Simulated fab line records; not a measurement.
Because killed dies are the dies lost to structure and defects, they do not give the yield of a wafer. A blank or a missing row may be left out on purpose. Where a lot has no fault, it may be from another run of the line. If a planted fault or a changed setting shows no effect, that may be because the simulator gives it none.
Chamber matching    flow gf180mcu    cmp-02 running GF_V4_CMP_04: 4 sister chambers
The step polishes SiO2. 14 wafers are shown with their chamber, then 7 later ones without.

== WAFERS PAIRED WITH THEIR CHAMBERS ==
wafer   chamber  motor-current-A (A)  time-to-endpoint-s (s)  edge-zone-pressure-frac
L199.2  2        10.7                 72                      0.997
L199.3  3        12.8                 73                      0.999
L199.4  1        13.9                 74                      0.998
L201.1  3        11.8                 76                      0.997
L201.3  2        11.2                 80                      0.995
L201.5  0        13.2                 82                      0.996
L200.2  1        13.5                 73                      0.996
L200.4  2        11.0                 80                      1.003
L200.6  2        10.9                 79                      1.000
L203.1  3        12.8                 76                      1.006
L203.4  2        11.4                 84                      1.008
L203.6  2        11.3                 93                      1.002
L216.1  0        12.8                 90                      1.009
L216.2  2        11.1                 75                      0.999

SIGNATURES (means of the wafers above)
reading                  chamber 0  chamber 1  chamber 2  chamber 3  scatter within a chamber
motor-current-A          13.000     13.700     11.086     12.467     0.343
time-to-endpoint-s       86.00      73.50      80.43      75.00      5.59
edge-zone-pressure-frac  1.00250    0.99700    1.00057    1.00067    0.00491
Rule: a wafer lies at a distance from a chamber equal to the root of the sum of squares, over the readings, of (its reading less the chamber's mean, divided by the reading's scatter). If the next closest chamber is less than 2 further off than the closest, the wafer can't be placed; otherwise it belongs to the closest. The scatter is the square root of a quotient: the sum, over the shown wafers, of each reading's squared deviation from its chamber's mean, divided by wafers minus chambers.

== WAFERS WHOSE CHAMBER IS MISSING ==
wafer   motor-current-A (A)  time-to-endpoint-s (s)  edge-zone-pressure-frac
L216.3  14.1                 77                      0.998
L219.1  11.0                 75                      0.995
L219.2  12.8                 79                      0.994
L219.6  11.1                 85                      0.994
L220.1  13.2                 82                      1.002
L220.2  12.8                 84                      0.993
L220.4  11.1                 84                      1.000

== THE CHAMBER EACH PASSED THROUGH ==
wafer   from the rows above           in truth
L216.3  1                             1
L219.1  2                             2
L219.2  can't be placed: 3 or 0 or 1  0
L219.6  2                             2
L220.1  can't be placed: 0 or 1 or 3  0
L220.2  can't be placed: 0 or 3 or 1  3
L220.4  2                             2
Correct placement for 4 of the 7. From these rows, 3 cannot be placed; in 3 the true chamber is one of the candidates. Wrongly placed: 0.
